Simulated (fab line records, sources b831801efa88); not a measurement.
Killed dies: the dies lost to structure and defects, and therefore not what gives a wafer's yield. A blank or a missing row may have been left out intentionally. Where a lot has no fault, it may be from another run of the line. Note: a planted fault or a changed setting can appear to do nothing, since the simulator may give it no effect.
A lot that was struck, set against a sound lot :: flow gf180mcu :: 15 steps out of a route of 602
Sound: wafers L888.2, L888.3, L888.4. Struck: wafer L884.5 (left out: L884.3, L884.6 of the same lot, which were not struck); the cause appears at the end.
At each step with rows: each side's tool, then ch and its chambers, then its first start. Under that, the readings that differ: sound wafers :: struck wafers :: difference of the means :: sigmas: that difference in standard deviations of wafers without a fault.
alike: a reading whose means differ by less than 2 such deviations, as well as words and numbers matching on both sides. not compared: withheld readings; readings where some wafer has no value; bounds like >300 that might hide an equal value; numbers whose values overlap and for which the record gives no deviation.
Wherever a step has rows on one side only, a row that says differs or no value, or a row with sigmas, the two part there. When numbers do not overlap yet have no deviation, they are printed without sigmas and do not part them. A reading that every wafer of one side lacks parts them only if that side has two wafers or more.

GF_CONTACT_CMP_04: polishes SiO2.
  sound on cmp-01 ch 0,1,3, day 21 06:20; struck on cmp-02 ch 3, day 20 01:38
reading: motor_current_A (A)
sound: 10.3 11.1 12.8
struck: 15.5
difference: +4.1
sigmas: +2
  alike: platen_rpm, slurry_filter_dp_kPa, time_to_endpoint_s
GF_CONTACT_BOW_MEAS_05:
  sound: film_metro-02 at day 21 06:36; struck: film_metro-03 at day 20 02:01
  alike: CONTACT_BOW
then, 8 steps without rows for these wafers: GF_CONTACT_DEHYDRATE_06 (time 60 s); GF_CONTACT_HMDS_07 (prime time 60 s); GF_CONTACT_COAT_08; GF_CONTACT_COAT_09 (resist thk 1000 nm); GF_CONTACT_SOFTBAKE_10 (time 60 s); GF_CONTACT_EXPOSE_11 (exposes mask Contact, target cd 220 nm); GF_CONTACT_PEB_12 (peb time 90 s); GF_CONTACT_DEVELOP_13 (develop time 60 s).
GF_CONTACT_CD_MEAS_14: target cd 220 nm.
  sound: cd_sem-01 at day 22 06:17; struck: cd_sem-01 at day 21 02:07
  alike: cd_nm
GF_CONTACT_OVL_MEAS_15:
  sound: overlay-01 at day 22 06:23; struck: overlay-02 at day 21 02:12
  alike: CONTACT_OVL
GF_CONTACT_ETCH_16: etches BARC in N2/H2.
  sound on rie_diel-03 ch 0,1,2, day 22 06:25; struck on rie_diel-02 ch 3, day 21 02:13
reading: bias_w (W)
sound: 100.1 99.8 100.1
struck: 112.3
difference: +12.3
sigmas: +41

reading: throttle_valve_pct (%)
sound: 13.206 13.218 13.231
struck: 13.236
difference: +0.018
sigmas: +2
  alike: drypump_motor_current_A, oes_product_au
GF_CONTACT_ETCH_17: etches SiO2 in C4F8/O2/Ar, stops on CoSi2, target depth 860 nm.
  sound on rie_diel-03 ch 0,1,2; struck on rie_diel-02 ch 3
  alike: bias_w, oes_product_au
GF_PASSIVATION_PROBE_99:
  the record holds rows for the sound wafers here (prober-02, day 33 17:16) but none for the struck ones

WHERE THEY PART
Last at GF_PASSIVATION_PROBE_99 as far as this record goes, first at GF_CONTACT_CMP_04.

WHY: the cause the simulator had injected
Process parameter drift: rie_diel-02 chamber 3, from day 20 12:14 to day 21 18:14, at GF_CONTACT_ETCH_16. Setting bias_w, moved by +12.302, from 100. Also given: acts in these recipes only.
